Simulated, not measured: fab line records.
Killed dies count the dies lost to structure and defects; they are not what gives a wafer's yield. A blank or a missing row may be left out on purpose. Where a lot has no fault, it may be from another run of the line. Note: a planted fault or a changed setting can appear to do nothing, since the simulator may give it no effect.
8D (eight disciplines) problem report, filled in by code / flow sky130 / the parts of the form that need people (team, actions taken, sign-off) are left out

1. WHAT IS WRONG
Wafers without a fault read 56.60 W, standard deviation 0.041; heater power total W at SKY_GATE_OXIDE_SOFTBAKE_06 reads a mean of 60.85 W on 6 wafers belonging to 2 lots. So: +99 or more standard deviations from the usual mean.
The step: time 60 s.
First seen on wafer L881.1, day 16 23:01, on litho track-01. The record has a number at this step for 33 wafers belonging to 11 lots. Rule for "out", or "out of limits": more than 4 standard deviations from the usual mean. All remaining wafers that have a number are taken as sound.

2. WHAT IT IS AND WHAT IT IS NOT
question=which readings at this step | is=heater power total W, plate temp C | is not=exhaust pa
question=which lots | is=L881, L882 | is not=L870, L871, L872, L873, L888, L889, L890, L891, L892
question=which wafers of those lots | is=all that have a number | is not=-
question=read on which tools | is=litho track-01 | is not=litho track-02, litho track-03
question=when | is=from day 16 23:01 | is not=up to then (12 sound wafers); but 15 sound wafers of L888, L889, L890, L891, L892 came after

3. THE SUSPECTS, EACH WITH WHAT RULES IT OUT
Counting: a tool at a process step up to the reading stays a suspect if it ran every lot that is out and no sound lot after the first of them.
- litho track-01 at SKY_GATE_OXIDE_SOFTBAKE_06 (time 60 s): ruled out as a lasting fault. Following L881 (day 16 23:01), the first lot on it that is out, the sound lots L891 were run on it.
Left after counting: nothing in the record.

4. THE CAUSE (what the simulator had put in)
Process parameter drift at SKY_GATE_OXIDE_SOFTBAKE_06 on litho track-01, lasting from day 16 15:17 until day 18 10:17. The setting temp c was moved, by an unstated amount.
Counting ruled it out, wrongly.

5. THE EFFECT CHAIN, in route order
Each row: a reading whose mean over the struck wafers that have a number lies more than 3 standard deviations from the usual. Scope: only readings with a usual standard deviation given in the record; hours: median across lots of the time from each lot's start at the first step in this table that gives one to its start at this step; sigmas: change in usual standard deviations.
hours=0; step=SKY_GATE_OXIDE_SOFTBAKE_06; reading=heater power total W; usual=56.60 W; on struck wafers=60.85; change=+4.25; sigmas=+99 or more
hours=0; step=SKY_GATE_OXIDE_SOFTBAKE_06; reading=plate temp C; usual=90.00 C; on struck wafers=94.70; change=+4.70; sigmas=+43
hours=15; step=SKY_GATE_OXIDE_STRIP_13; reading=strip time to endpoint s; usual=14.18 s; on struck wafers=14.02; change=-0.16; sigmas=-4.6
Here are the process steps it includes:
- SKY_GATE_OXIDE_SOFTBAKE_06: time 60 s.
- SKY_GATE_OXIDE_STRIP_13: strips in O2/N2.

6. WHAT WOULD HAVE CAUGHT IT SOONER
In this record no reading fell out of limits until day 16 23:01, 8 hours after the fault had begun at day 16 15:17.
